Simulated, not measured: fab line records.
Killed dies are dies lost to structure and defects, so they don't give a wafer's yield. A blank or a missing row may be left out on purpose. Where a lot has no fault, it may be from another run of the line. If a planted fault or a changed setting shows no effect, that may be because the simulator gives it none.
fab line records	flow sky130
record: lots: 12	wafers: 36	last_day: 50
route steps=708 shown DNWELL@39 SD_N@356 LOCAL_INTERCONNECT@388 CONTACT@406 PAD_OPEN@708
lots that met no fault: taken from a fault-free run of the same line
start_h: start of the lot's first displayed wafer, in hours after the record's first day	wait_h: time in hours since the lot's previous step	" as in the row above	L1.1+2: one row covering several wafers at once	- either no value or no given start	* or withheld: withheld	< > ~ a bound
route shown NAME@n: names a module that has steps shown in the file, with the first one's number in the route	usual: average and standard deviation across the fault-free wafers	same: alike in all rows	chamber/n: place in a boat	sites: readings site by site	_std_site: how widely they spread, as a standard deviation	_edge_site: outer sites' mean less inner sites'	radius_mm: how far each site lies from the wafer's centre	mask NAME#n: copy n	behind: tool/chamber where the wafer was last shaped	hold: why the lot went on hold/how many hours it stayed there/how the hold came to an end	device: which transistor (n, p or np) failed to switch	end of line: the tests these same wafers got at the end of their route	where a step has no rows: the recipe by itself	killed: the dies lost at the first sort to structure and to defects; this is not the yield of the wafer	map: a wafer's dies, x killed, . not, _ none there
set.NAME: the run value of the setting; set.NAME@STEP: its run value at that earlier step	model.NAME: the simulator's own value behind a step, which no gauge read
the route's steps for a sample of lots (tables are steps, rows are wafers)
services: the hour from which a tool's chamber was out of use, counted from the record's first day as start_h (under 0 if before that day), plus the number of hours and why
== steps ==
step: SKY_DNWELL_EXPOSE_04
recipe: mask_id: DNM	na: 0.57	target_cd_nm: 3000	dose_mj: 222
lot.wafer	tool	chamber	start_h	wait_h	mask
L156.2+4+6	iline_stepper-02	0	54.35	-	DNM#0
L160.1+2+5	iline_stepper-02	0	72.47	-	DNM#0
L161.1+4+5	iline_stepper-01	0	79.53	-	DNM#0
L162.2+5+6	iline_stepper-01	0	85.78	-	DNM#0
L163.3+4+5	iline_stepper-02	0	87.95	-	DNM#0
L165.3+4+5	iline_stepper-01	0	98.07	-	DNM#0
L166.2+3+5	iline_stepper-02	0	102.18	-	DNM#0
L167.1+5+6	iline_stepper-01	0	107.41	-	DNM#0
L170.3+5+6	iline_stepper-01	0	125.32	-	DNM#0
L171.1+2+6	iline_stepper-02	0	129.27	-	NWM#0
L172.2+4+6	iline_stepper-02	0	133.80	-	DNM#0
L178.1+4+6	iline_stepper-01	0	173.59	-	DNM#0
step: SKY_DNWELL_TW_MEAS_09
usual: DNWELL_TW: 1118/6.7
lot.wafer	tool	chamber	start_h	wait_h	hold	DNWELL_TW
L156.2	film_metro-04	-	62.27	0.1	-	1132
L156.4	"	-	"	"	-	1130
L156.6	"	-	"	"	-	1131
L160.1	film_metro-04	-	80.76	0.1	-	1123
L160.2	"	-	"	"	-	1122
L160.5	"	-	"	"	-	1117
L161.1	film_metro-02	-	87.26	0.1	-	1121
L161.4	"	-	"	"	-	1120
L161.5	"	-	"	"	-	1119
L162.2	film_metro-02	-	94.44	0.1	-	1123
L162.5	"	-	"	"	-	1114
L162.6	"	-	"	"	-	1122
L163.3	film_metro-02	-	96.68	0.1	-	1106
L163.4	"	-	"	"	-	1111
L163.5	"	-	"	"	-	1101
L165.3	film_metro-01	-	106.53	0.1	-	1128
L165.4	"	-	"	"	-	1126
L165.5	"	-	"	"	-	1126
L166.2	film_metro-02	-	110.69	0.1	-	1113
L166.3	"	-	"	"	-	1116
L166.5	"	-	"	"	-	1116
L167.1	film_metro-04	-	116.26	0.1	-	1122
L167.5	"	-	"	"	-	1119
L167.6	"	-	"	"	-	1123
L170.3	film_metro-02	-	134.28	0.1	-	1115
L170.5	"	-	"	"	-	1106
L170.6	"	-	"	"	-	1107
L171.1	film_metro-02	-	138.69	0.1	await_dispo/0.2h/release	30
L171.2	"	-	"	"	await_dispo/0.2h/release	30
L171.6	"	-	"	"	await_dispo/0.2h/release	30
L171.1	film_metro-02	-	138.92	0.2	-	30
L171.2	"	-	"	"	-	30
L171.6	"	-	"	"	-	30
L172.2	film_metro-04	-	143.69	0.1	-	1116
L172.4	"	-	"	"	-	1112
L172.6	"	-	"	"	-	1112
L178.1	film_metro-02	-	184.31	0.1	-	1116
L178.4	"	-	"	"	-	1121
L178.6	"	-	"	"	-	1112
step: SKY_SD_N_RTA_14
recipe: temp_c: 1075	time_s: 2	idle_temp_c: 650	ramp_up_c_per_s: 150	ramp_down_c_per_s: 90	ambient: N2
usual: anneal_temp_c_max: 1078.7/0.77	lamp_power_pct: 15.74/0.053	wafer_temp_C_max: 1077.8/1.1
lot.wafer	tool	chamber	start_h	wait_h	anneal_temp_c_max	lamp_power_pct	wafer_temp_C_max
L156.2	rtp_anneal-02	0	664.09	0.0	1079.1	15.79	1078.4
L156.4	"	0	"	"	1079.3	15.71	1078.8
L156.6	"	0	"	"	1078.4	15.68	1077.3
L160.1	rtp_anneal-02	0	697.42	0.0	1078.2	15.74	1078.3
L160.2	"	0	"	"	1077.9	15.80	1076.2
L160.5	"	0	"	"	1077.6	15.78	1077.4
L161.1	rtp_anneal-01	0	705.02	0.0	1078.7	15.78	1078.1
L161.4	"	0	"	"	1078.8	15.77	1079.6
L161.5	"	0	"	"	1078.9	15.87	1076.4
L163.3	rtp_anneal-02	0	716.27	0.0	1079.4	15.68	1076.5
L163.4	"	0	"	"	1079.4	15.73	1078.3
L163.5	"	0	"	"	1078.6	15.78	1080.5
L162.2	rtp_anneal-01	0	718.24	0.0	1078.5	15.81	1077.8
L162.5	"	0	"	"	1079.6	15.77	1077.2
L162.6	"	0	"	"	1078.9	15.80	1078.4
L165.3	rtp_anneal-01	0	739.59	0.0	1078.9	15.76	1077.4
L165.4	"	0	"	"	1079.7	15.71	1078.5
L165.5	"	0	"	"	1077.6	15.72	1077.2
L166.2	rtp_anneal-02	0	741.33	0.0	1078.2	15.74	1079.9
L166.3	"	0	"	"	1078.2	15.72	1079.1
L166.5	"	0	"	"	1076.9	15.71	1078.5
L167.1	rtp_anneal-01	0	751.32	0.0	1078.4	15.69	1078.4
L167.5	"	0	"	"	1078.4	15.69	1076.1
L167.6	"	0	"	"	1078.0	15.73	1078.4
L170.3	rtp_anneal-02	0	778.19	0.0	1079.4	15.70	1075.6
L170.5	"	0	"	"	1077.4	15.74	1079.7
L170.6	"	0	"	"	1078.5	15.73	1077.7
L172.2	rtp_anneal-02	0	789.06	0.0	1079.6	15.81	1078.5
L172.4	"	0	"	"	1079.1	15.69	1077.6
L172.6	"	0	"	"	1079.1	15.79	1077.9
L178.1	rtp_anneal-01	0	842.55	0.0	1077.2	15.73	1075.7
L178.4	"	0	"	"	1077.1	15.76	1079.4
L178.6	"	0	"	"	1078.5	15.77	1075.2
step: SKY_LOCAL_INTERCONNECT_RS_MEAS_01
recipe: thk_meas_gauge: four-point-probe	reads: TiN_of_LOCAL_INTERCONNECT_SPUTTER_00
usual: LOCAL_INTERCONNECT_TIN_RS: 14.19/0.12
lot.wafer	tool	chamber	start_h	wait_h	LOCAL_INTERCONNECT_TIN_RS[ohm/sq]
L156.2	film_metro-03	-	695.02	0.1	14.12
L156.4	"	-	"	"	14.28
L156.6	"	-	"	"	14.26
L160.1	film_metro-04	-	728.38	0.0	14.17
L160.2	"	-	"	"	14.38
L160.5	"	-	"	"	14.30
L161.1	film_metro-01	-	735.06	0.0	14.38
L161.4	"	-	"	"	14.23
L161.5	"	-	"	"	14.31
L163.3	film_metro-01	-	746.78	0.1	14.47
L163.4	"	-	"	"	14.22
L163.5	"	-	"	"	14.39
L162.2	film_metro-03	-	749.26	0.1	14.07
L162.5	"	-	"	"	14.09
L162.6	"	-	"	"	14.14
L165.3	film_metro-01	-	768.79	0.1	14.12
L165.4	"	-	"	"	13.96
L165.5	"	-	"	"	13.85
L166.2	film_metro-04	-	770.18	0.1	14.29
L166.3	"	-	"	"	14.28
L166.5	"	-	"	"	14.34
L167.1	film_metro-01	-	780.84	0.0	14.34
L167.5	"	-	"	"	14.36
L167.6	"	-	"	"	14.25
L170.3	film_metro-04	-	807.28	0.1	14.13
L170.5	"	-	"	"	14.16
L170.6	"	-	"	"	14.32
L172.2	film_metro-03	-	817.53	0.1	14.11
L172.4	"	-	"	"	14.21
L172.6	"	-	"	"	14.23
L178.1	film_metro-03	-	871.11	0.0	14.11
L178.4	"	-	"	"	14.13
L178.6	"	-	"	"	13.98
step: SKY_CONTACT_CVD_00
recipe: material: Si3N4	target_thk_nm: 75	temp_c: 400	time_s: withheld	rf_w: 450
usual: heater_power_w: 723/94	rf_fwd_power_W: 443.8/1.8
lot.wafer	tool	chamber	start_h	wait_h	heater_power_w	rf_fwd_power_W
L156.2	pecvd-02	0	724.12	0.0	752	441.5
L156.4	"	1	"	"	768	446.3
L156.6	"	0	"	"	773	443.0
L160.1	pecvd-01	0	756.97	0.0	820	442.1
L160.2	"	2	"	"	562	443.7
L160.5	"	1	"	"	750	444.6
L161.1	pecvd-03	2	762.54	0.0	790	442.6
L161.4	"	1	"	"	890	445.8
L161.5	"	0	"	"	785	445.8
L163.3	pecvd-02	2	773.52	0.0	543	439.5
L163.4	"	1	"	"	797	444.9
L163.5	"	2	"	"	556	441.4
L162.2	pecvd-03	0	776.96	0.0	798	444.3
L162.5	"	1	"	"	865	444.7
L162.6	"	0	"	"	793	442.6
L165.3	pecvd-01	0	796.79	0.0	760	443.3
L165.4	"	2	"	"	585	444.3
L165.5	"	1	"	"	691	444.2
L166.2	pecvd-03	2	797.52	0.0	774	444.2
L166.3	"	0	"	"	814	442.3
L166.5	"	1	"	"	854	448.1
L167.1	pecvd-01	2	808.25	0.0	610	444.9
L167.5	"	2	"	"	601	444.9
L167.6	"	1	"	"	723	444.1
L170.3	pecvd-02	1	834.22	0.0	800	446.2
L170.5	"	1	"	"	806	446.5
L170.6	"	2	"	"	587	440.2
L172.2	pecvd-01	2	845.52	0.0	626	442.9
L172.4	"	2	"	"	628	444.9
L172.6	"	0	"	"	691	444.7
L178.1	pecvd-02	1	897.66	0.0	751	445.2
L178.4	"	2	"	"	669	438.6
L178.6	"	0	"	"	689	444.1
step: SKY_PAD_OPEN_PROBE_99
usual: defect_limited_yield: 82.8/2	killed_at_M0_to_M3: 43/7.2	killed_at_M4_up: 3.0/2	killed_at_contacts: 24/5.5	killed_at_front_end: 15/4.2	killed_at_other: 0.3/0.51	killed_dies: 85/10	killed_open: 46/7.3	killed_short: 38/6.4	sort_bin_3_pad_short: 0.9/0.42	sort_bin_5_function: 10.3/1.5	sort_bin_6_memory: 6.0/1.2	sort_n_pass: 407/10	sort_yield_pct: 82.8/2
same: gross_dies: 492	killed_at_back_side: 0	sort_bin_4_leakage[%]: 0	sort_bin_8_speed[%]: 0
lot.wafer	tool	chamber	start_h	wait_h	defect_limited_yield[%]	killed_at_M0_to_M3	killed_at_M4_up	killed_at_contacts	killed_at_front_end	killed_at_other	killed_dies	killed_open	killed_short	sort_bin_3_pad_short[%]	sort_bin_5_function[%]	sort_bin_6_memory[%]	sort_n_pass	sort_yield_pct[%]
L170.3	prober-02	-	1171.93	0.2	83.9	33	4	26	16	0	79	46	33	0.8	10.4	4.9	413	83.9
L170.5	prober-02	-	1172.03	0.2	83.5	38	6	21	16	0	81	49	32	0.8	10.2	5.5	411	83.5
L170.6	prober-02	-	1172.08	0.2	82.1	44	1	26	17	0	88	55	33	1.2	10.6	6.1	404	82.1
killed by level:class
L170.3 CONTACT:geometric_particle:open=11 VIA1:geometric_particle:open=9 LI_CONTACT:geometric_particle:open=7 LOCAL_INTERCONNECT:geometric_particle:short=5 VIA3:geometric_particle:open=5 FIELD_ISO:geometric_particle:short=4 POLY_GATE:geometric_particle:open=4 VIA1:geometric_particle:short=4
L170.5 VIA1:geometric_particle:open=10 LI_CONTACT:geometric_particle:open=7 VIA2:geometric_particle:open=7 VIA3:geometric_particle:open=6 FIELD_ISO:geometric_particle:short=4 CONTACT:geometric_particle:open=4 LOCAL_INTERCONNECT:geometric_particle:short=4 CONTACT:geometric_particle:short=4
L170.6 CONTACT:geometric_particle:open=11 VIA1:geometric_particle:open=11 VIA3:geometric_particle:open=9 LI_CONTACT:geometric_particle:open=8 VIA1:geometric_particle:short=8 POLY_GATE:geometric_particle:short=5 FIELD_ISO:geometric_particle:short=4 FIELD_ISO:geometric_particle:open=4
== services ==
tool	chamber	start_h	hours	kind
rtp_anneal-01	-	38.41	3.9	pm
pecvd-02	1	60.70	3.8	repair
iline_stepper-01	-	134.51	1.7	pm
iline_stepper-02	-	153.25	4.4	pm
iline_stepper-02	-	157.69	1.7	pm
iline_stepper-02	-	188.95	4.3	pm
pecvd-02	-	216.73	1.2	repair
rtp_anneal-02	-	233.59	7.5	pm
pecvd-01	0	260.49	3.4	repair
pecvd-02	2	269.22	14.7	repair
iline_stepper-02	-	324.23	6.4	repair
iline_stepper-01	-	352.69	1.7	pm
rtp_anneal-02	-	356.72	95.9	pm
iline_stepper-02	-	375.51	1.7	pm
iline_stepper-01	-	507.52	5.6	repair
iline_stepper-02	-	547.23	8.9	pm
iline_stepper-01	-	558.61	18.3	repair
iline_stepper-01	-	576.88	1.7	pm
iline_stepper-01	-	583.49	2.1	pm
iline_stepper-02	-	593.69	1.7	pm
iline_stepper-02	-	725.73	0.7	repair
rtp_anneal-01	-	775.41	3.9	pm
iline_stepper-01	-	789.05	1.7	pm
iline_stepper-02	-	811.87	1.7	pm
== key ==
first_sign: step: SKY_DNWELL_EXPOSE_04	reading: mask	direction: changed
effect: step: SKY_DNWELL_TW_MEAS_09	reading: visit	direction: added
effect: step: SKY_DNWELL_TW_MEAS_09	reading: DNWELL_TW	direction: down	sigmas: 99+	usual: 1118	struck: 30
met_at SKY_DNWELL_EXPOSE_04
struck_lots L171
scrapped_behind SKY_DNWELL_TW_MEAS_09 L171.1,L171.2,L171.6
not_acting_at SKY_SD_N_RTA_14,SKY_LOCAL_INTERCONNECT_RS_MEAS_01,SKY_CONTACT_CVD_00
onset_between 102.18 129.27
fault: kind: wrong_mask	tool: any	chamber: -	onset_h: 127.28	steps: SKY_DNWELL_EXPOSE_04	aux_copy: NWM#0	scope: struck_lots_only
